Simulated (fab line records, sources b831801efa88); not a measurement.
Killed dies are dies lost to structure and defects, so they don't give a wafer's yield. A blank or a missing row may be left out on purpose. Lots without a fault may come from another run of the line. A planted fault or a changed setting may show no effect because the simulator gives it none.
Which tool did it? | flow sky130 | 7 lots, 21 wafers sampled, at 1 step of a route of 708

WHAT THE GAUGES READ, wafer by wafer
SKY_VT_ADJUST_NCORE_OVL_MEAS_08.
lot  | measured     | on         | VT_ADJUST_NCORE_OVL (nm)
L390 | day 8 14:22  | overlay-02 | 1.9 0.9 2.5
L393 | day 9 13:03  | overlay-01 | 0.8 -2.0 0.9
L397 | day 10 18:11 | overlay-01 | 0.5 2.6 1.6
L400 | day 11 13:35 | overlay-01 | 2.2 2.6 2.9
L403 | day 12 15:34 | overlay-01 | -1.2 -0.5 0.6
L406 | day 14 07:35 | overlay-02 | -1.0 -2.1 0.6
L410 | day 14 17:32 | overlay-01 | 3.1 1.1 0.8

WHICH TOOL RAN EACH LOT (tool, then ch and the chambers of the sampled wafers, then the start)
The record holds no process step before these readings.

THE ANSWER, worked out from the rows above alone
Rule: what is usual is taken from the lots themselves. Put in order of their means at a reading, lots are off if they are a third of the lots or fewer, leave a main group of 4 or more, and stand apart from it by a gap of 3 or more times the standard deviation of the main group's means; of several such gaps the widest counts. A main group whose means are all the same, to the digits that the tables above print for the reading, isn't used. A lot without any number at a reading at which 4 lots or more have one is off too. The other lots that the step has rows for count as sound.
No lot is off at any reading shown: from this, nothing can be told.

WHAT THE SIMULATOR HAD PUT IN
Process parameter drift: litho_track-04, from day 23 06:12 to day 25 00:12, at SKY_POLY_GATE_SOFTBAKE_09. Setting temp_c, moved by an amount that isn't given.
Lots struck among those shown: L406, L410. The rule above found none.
